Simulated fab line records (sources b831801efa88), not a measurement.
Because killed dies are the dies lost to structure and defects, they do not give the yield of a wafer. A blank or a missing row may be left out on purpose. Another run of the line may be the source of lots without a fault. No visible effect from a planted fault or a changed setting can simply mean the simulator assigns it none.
A struck lot beside a sound one ; flow sky130 ; 38 out of 708 route steps
Sound: wafers L911.1, L911.3, L911.6. The struck wafers were L931.1, L931.3, L931.6. Last of all comes the cause.
At each step with rows: each side's tool, then ch and its chambers, then its first start. Under that, the readings that differ: sound wafers ; struck wafers ; difference of the means ; sigmas: that difference in standard deviations of wafers without a fault.
alike: same words and numbers on both sides, and readings whose means sit less than 2 such deviations apart. not compared: any withheld reading, any reading some wafer has no value for, any bound like >300 that may hide the same value, and any number with overlapping values for which the record gives no deviation.
Wherever a step has rows on one side only, a row that says differs or no value, or a row with sigmas, the two part there. Non-overlapping numbers with no deviation appear without sigmas and do not part them. A reading missing from all wafers of one side parts the sides only when that side holds two or more wafers.

first, 9 steps without rows for these wafers: SKY_VIA3_SPUTTER_20 (material TiN, target thk 20 nm, time 80 s); SKY_VIA3_CVD_21 (deposits W, target thk 390 nm, time 117.31 s); SKY_VIA3_CMP_24 (polishes, stops on SiO2, t overpolish 20 s, target thk 0 nm); SKY_METAL4_SPUTTER_00 (material Ti, target thk 15 nm, time 10 s); SKY_METAL4_SPUTTER_01 (material TiN, target thk 20 nm, time 16.7 s); SKY_METAL4_SPUTTER_02 (material AlCu, target thk 735 nm, time 39.1 s); SKY_METAL4_SPUTTER_03 (material Ti, target thk 5 nm, time 3.3 s); SKY_METAL4_SPUTTER_04 (material TiN, target thk 70 nm, time 58.3 s); SKY_CAP2M_CVD_00 (deposits SiO2, target thk 15.5 nm).
SKY_CAP2M_SPUTTER_02: material TiN, target thk 200 nm, time 166.7 s.
  sound on pvd_sputter-03, day 40 09:27; struck on pvd_sputter-03, day 45 18:53
reading;sound;struck;difference;sigmas
cathode_dc_power_W (W);6501.5 6501.6 6501.9;5113.5 5111.4 5112.4;-1389.2;-99 or more
model.TiN_of_CAP2M_SPUTTER_02.thk_nm (nm);202 200.8 200.3;156.9 157.9 156.9;-43.8;
  alike: throttle_valve_pct
SKY_CAP2M_RS_MEAS_03: a four-point-probe measurement.
  sound on film_metro-04, day 40 09:34; struck on film_metro-01, day 45 18:59
reading;sound;struck;difference;sigmas
CAP2M_TIN_RS (ohm/sq);6.85 6.89 6.91;8.89 8.81 8.87;+1.97;+25
SKY_CAP2M_THK_MEAS_04: measures by xrf.
  sound on film_metro-04, day 40 09:41; struck on film_metro-01, day 45 19:07
reading;sound;struck;difference;sigmas
CAP2M_TIN_THK (nm);204.3 202.5 201.5;159.1 161.0 159.4;-42.9;-17
then, 7 steps without rows for these wafers: SKY_CAP2M_DEHYDRATE_05 (time 60 s); SKY_CAP2M_HMDS_06 (prime time 60 s); SKY_CAP2M_COAT_07 (resist thk 1140 nm); SKY_CAP2M_SOFTBAKE_08 (time 60 s); SKY_CAP2M_EXPOSE_09 (exposes mask CAP2M, target cd 1000 nm); SKY_CAP2M_PEB_10; SKY_CAP2M_DEVELOP_11 (develop time 60 s).
SKY_CAP2M_METAL_ETCH_13: etches TiN in Cl2/BCl3, stops on SiO2, target depth 220 nm, time 62.9 s.
  sound on rie_metal-04 ch 0, day 41 10:22; struck on rie_metal-04 ch 0,1, day 46 15:19
reading;sound;struck;difference;sigmas
oes_product_au (a.u.);0.947 0.951 0.945;0.817 0.825 0.808;-0.131;-16
throttle_valve_pct (%);21.886 21.898 21.900;21.974 21.973 21.984;+0.082;+9
  alike: chamber_pressure_mTorr, drypump_motor_current_A, he_backside_leak_sccm
  not compared: rf_hours_counter_h
then, 16 steps without rows for these wafers: SKY_CAP2M_STRIP_14 (strips in O2/N2); SKY_CAP2M_STRIP_15 (strips in post etch residue remover, time 1200 s); SKY_CAP2M_CLEAN_16 (cleans in IPA, time 180 s); SKY_CAP2M_CLEAN_17 (cleans in O3/DIW); SKY_METAL4_DEHYDRATE_05 (time 60 s); SKY_METAL4_HMDS_06 (prime time 60 s); SKY_METAL4_COAT_07 (resist thk 60 nm); SKY_METAL4_COAT_08 (resist thk 1140 nm); SKY_METAL4_SOFTBAKE_09 (time 90 s); SKY_METAL4_EXPOSE_10 (exposes mask MM4, target cd 300 nm); SKY_METAL4_PEB_11; SKY_METAL4_DEVELOP_12 (develop time 60 s); SKY_METAL4_DESCUM_15 (chemistry O2, time 8 s); SKY_METAL4_ETCH_16 (etches BARC in N2/H2, stops on SiO2, time 88.2 s, target depth 60 nm); SKY_METAL4_ETCH_17 (etches SiO2 in C4F8/O2/Ar, stops on TiN, time 3.9 s, target depth 15 nm); SKY_METAL4_METAL_ETCH_18 (etches the open film in Cl2/BCl3, stops on SiO2, target depth 845 nm, time 183.1 s).
SKY_METAL4_STRIP_20: strips in post etch residue remover, time 1200 s.
  sound on wet_bench-01 ch 0, day 42 11:18; struck on wet_bench-02 ch 3, day 47 13:05
reading;sound;struck;difference;sigmas
model.TiN_of_CAP2M_SPUTTER_02.thk_nm (nm);201.2 200 199.5;156.1 157.1 156.1;-43.8;
  alike: temp_c
-- the record jumps here: 3 days lie between the struck wafers' starts before and after (it left off in module METAL4 and takes up again in module PAD_OPEN, whose first step shown is number 708 of the route) --
SKY_PAD_OPEN_PROBE_99:
  sound on prober-01, day 46 08:19; struck on prober-01, day 50 17:11
reading;sound;struck;difference;sigmas
model.etest.cap_mim2.plate_ohm_sq;5.966 5.976 5.907;7.623 7.548 7.606;+1.643;
model.etest.cap_mim2.bv_v (V);13.27 13.47 13.95;12.43 12.49 12.43;-1.11;
model.etest.cap_mim2.leak_log10_a_cm2;-9.138 -9.027 -8.93;-8.466 -8.488 -8.508;+0.544;
  alike: defect_limited_yield, killed_at_M0_to_M3, killed_at_M4_up, killed_at_contacts, killed_at_front_end, killed_at_other, killed_dies, killed_open, killed_short, sort_bin_3_pad_short, sort_bin_5_function, sort_bin_6_memory, sort_n_pass, sort_yield_pct

== WHERE THEY PART ==
Last at SKY_CAP2M_METAL_ETCH_13 as far as this record goes, first at SKY_CAP2M_SPUTTER_02. Later steps at which nothing parts them and some readings are alike: SKY_METAL4_STRIP_20, SKY_PAD_OPEN_PROBE_99.

WHY: whatever the simulator had introduced
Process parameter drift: pvd_sputter-03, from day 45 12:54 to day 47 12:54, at SKY_CAP2M_SPUTTER_02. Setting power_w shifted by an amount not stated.
